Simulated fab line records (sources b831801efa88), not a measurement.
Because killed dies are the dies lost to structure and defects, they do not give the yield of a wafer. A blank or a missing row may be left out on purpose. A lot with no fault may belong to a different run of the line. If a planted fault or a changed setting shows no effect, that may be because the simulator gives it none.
Comparing a struck lot with a sound one + flow sky130 + 44 out of 708 route steps
Sound: the wafers L998.3, L998.4, L998.5. Wafers struck: L110.1, L110.2, L110.6. Last of all comes the cause.
Per side, at each step with rows, come the tool, then ch with its chambers, and then its first start. Under that, the readings that differ: sound wafers + struck wafers + difference of the means + sigmas: that difference in standard deviations of wafers without a fault.
alike: readings with means less than 2 such deviations apart, plus words and numbers identical on both sides. not compared: withheld readings, readings lacking a value on some wafer, bounds such as >300 that could conceal the same value, and numbers that have no deviation in the record and whose values overlap.
Wherever a step has rows on one side only, a row that says differs or no value, or a row with sigmas, the two part there. Non-overlapping numbers with no deviation appear without sigmas and do not part them. A reading missing from all wafers of one side parts the sides only when that side holds two or more wafers.

first, 2 steps without rows for these wafers: SKY_DNWELL_DEVELOP_06 (develop time 60 s); SKY_DNWELL_IMPLANT_07.
SKY_DNWELL_STRIP_08: strips in O2/N2.
  sound on plasma-asher-01 ch 0,1, day 4 07:34; struck on plasma-asher-04 ch 0,1, day 7 02:01
  alike: drypump-motor-current-A, oes-product-au, strip-time-to-endpoint-s
  not compared: rf-hours-counter-h
SKY_DNWELL_TW_MEAS_09:
  sound on film-metro-01, day 4 07:40; struck on film-metro-04, day 7 02:07
  alike: DNWELL_TW
then, 7 steps without rows for these wafers: SKY_PWDE_DEHYDRATE_00 (time 60 s); SKY_PWDE_HMDS_01 (prime time 60 s); SKY_PWDE_COAT_02 (resist thk 3000 nm); SKY_PWDE_SOFTBAKE_03; SKY_PWDE_EXPOSE_04 (exposes mask PWDEM, target cd 840 nm); SKY_PWDE_PEB_05; SKY_PWDE_DEVELOP_06 (develop time 60 s).
SKY_PWDE_OVL_MEAS_07:
  sound on overlay-02, day 5 01:54; struck on overlay-02, day 7 21:58
  alike: PWDE_OVL
SKY_PWDE_IMPLANT_08:
  sound on implanter-04 ch 0, day 5 01:58; struck on implanter-04 ch 0, day 7 22:00
| reading            | sound                         | struck                        | difference | sigmas      |
|--------------------|-------------------------------|-------------------------------|------------|-------------|
| dose-ions-cm2      | 3.601e+12 3.596e+12 3.599e+12 | 2.498e+12 2.495e+12 2.493e+12 | -1.103e+12 | -99 or more |
| faraday-current-uA | 19.7 20.4 20.5                | 14.2 13.8 14.3                | -6.1       | -16         |
SKY_PWDE_STRIP_09: strips in O2/N2.
  sound on plasma-asher-02 ch 0,1, day 5 02:07; struck on plasma-asher-04 ch 0,1, day 7 22:09
  alike: drypump-motor-current-A, oes-product-au, strip-time-to-endpoint-s
  not compared: rf-hours-counter-h
SKY_PWDE_TW_MEAS_10:
  sound on film-metro-02, day 5 02:11; struck on film-metro-01, day 7 22:15
| reading | sound             | struck            | difference | sigmas |
|---------|-------------------|-------------------|------------|--------|
| PWDE_TW | 368.0 370.0 367.2 | 328.4 330.2 328.2 | -39.5      | -15    |
then, 7 steps without rows for these wafers: SKY_NWELL_DEHYDRATE_03 (time 60 s); SKY_NWELL_HMDS_04 (prime time 60 s); SKY_NWELL_COAT_05 (resist thk 3000 nm); SKY_NWELL_SOFTBAKE_06; SKY_NWELL_EXPOSE_07 (exposes mask NWM, target cd 840 nm); SKY_NWELL_PEB_08; SKY_NWELL_DEVELOP_09 (develop time 60 s).
SKY_NWELL_OVL_MEAS_10:
  sound on overlay-02, day 5 20:15; struck on overlay-01, day 8 18:23
  alike: NWELL_00_OVL
then, 3 steps without rows for these wafers: SKY_NWELL_IMPLANT_11; SKY_NWELL_IMPLANT_12; SKY_NWELL_IMPLANT_13.
SKY_NWELL_STRIP_14: strips in O2/N2.
  sound on plasma-asher-02 ch 0,1, day 5 20:46; struck on plasma-asher-04 ch 0,1, day 8 18:52
  alike: drypump-motor-current-A, oes-product-au, strip-time-to-endpoint-s
  not compared: rf-hours-counter-h
SKY_NWELL_TW_MEAS_15:
  sound on film-metro-02, day 5 20:50; struck on film-metro-02, day 8 18:58
  alike: NWELL_TW
then, 7 steps without rows for these wafers: SKY_NWELL_DEHYDRATE_16 (time 60 s); SKY_NWELL_HMDS_17 (prime time 60 s); SKY_NWELL_COAT_18 (resist thk 3000 nm); SKY_NWELL_SOFTBAKE_19; SKY_NWELL_EXPOSE_20 (exposes mask NWM COMPLEMENT, target cd 840 nm); SKY_NWELL_PEB_21; SKY_NWELL_DEVELOP_22 (develop time 60 s).
SKY_NWELL_OVL_MEAS_23:
  sound on overlay-02, day 6 16:26; struck on overlay-02, day 9 17:14
  alike: NWELL_01_OVL
next, for these wafers, 1 step has no rows: SKY_NWELL_IMPLANT_24.
SKY_NWELL_STRIP_25: strips in O2/N2.
  sound on plasma-asher-01 ch 0,1, day 6 16:38; struck on plasma-asher-04 ch 0,1, day 9 17:25
  alike: drypump-motor-current-A, oes-product-au, strip-time-to-endpoint-s
  not compared: rf-hours-counter-h
SKY_NWELL_TW_MEAS_26:
  sound on film-metro-04, day 6 16:43; struck on film-metro-02, day 9 17:31
| reading    | sound       | struck      | difference | sigmas |
|------------|-------------|-------------|------------|--------|
| NWELL_2_TW | 497 500 500 | 490 488 486 | -11        | -3     |
then, 1 step without rows for these wafers: SKY_NWELL_CLEAN_27 (cleans in SC1/SC2, time 150 s).
SKY_NWELL_RTA_28: time 30 s.
  sound on rtp-anneal-02 ch 0, day 6 16:52; struck on rtp-anneal-01 ch 0, day 9 17:38
  alike: chamber-o2-ppm, lamp-power-pct, wafer_temp_C_max
SKY_NWELL_RS_MEAS_29: measures by four-point-probe.
  sound on film-metro-01, day 6 16:58; struck on film-metro-04, day 9 17:44
  alike: NWELL_RS
SKY_NWELL_RS_MEAS_31: measures by four-point-probe.
  sound on film-metro-01, day 6 17:12; struck on film-metro-04, day 9 17:58
| reading          | sound          | struck         | difference | sigmas |
|------------------|----------------|----------------|------------|--------|
| PWDE_RS (ohm/sq) | 5266 5289 5285 | 7163 7167 7156 | +1882      | +94    |
-- the record jumps here: 40 days lie between the struck wafers' starts before and after (it left off in module NWELL and takes up again in module PAD_OPEN, whose first step shown is number 708 of the route) --
SKY_PAD_OPEN_PROBE_99:
  sound on prober-02, day 47 12:05; struck on prober-01, day 50 04:08
| reading                                   | sound                         | struck                        | difference | sigmas |
|-------------------------------------------|-------------------------------|-------------------------------|------------|--------|
| model.etest.res_p_drift_20v.line-ohm-um   | 1.205e+04 1.123e+04 1.168e+04 | 1.451e+04 1.487e+04 1.567e+04 | +3.363e+03 |        |
| model.etest.res_p_drift_20v.rs-ohm-sq     | 1.002e+04 9522 9835           | 1.233e+04 1.242e+04 1.345e+04 | +2.941e+03 |        |
| model.etest.res-pwde-under-gate.rs-ohm-sq | 6156 6233 6204                | 8780 8853 8870                | +2637      |        |
  alike: killed_at_M0_to_M3, killed_at_M4_up, killed-at-contacts, killed-at-front-end, killed-at-other, killed-dies, killed-open, killed-short

WHERE THEY PART
First at SKY_PWDE_IMPLANT_08; last, within this record, at SKY_NWELL_RS_MEAS_31. Later steps at which nothing parts them and some readings are alike: SKY_PAD_OPEN_PROBE_99.

WHY: what had been put in by the simulator
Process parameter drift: implanter-04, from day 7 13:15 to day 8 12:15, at SKY_PWDE_IMPLANT_08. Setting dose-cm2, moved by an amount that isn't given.
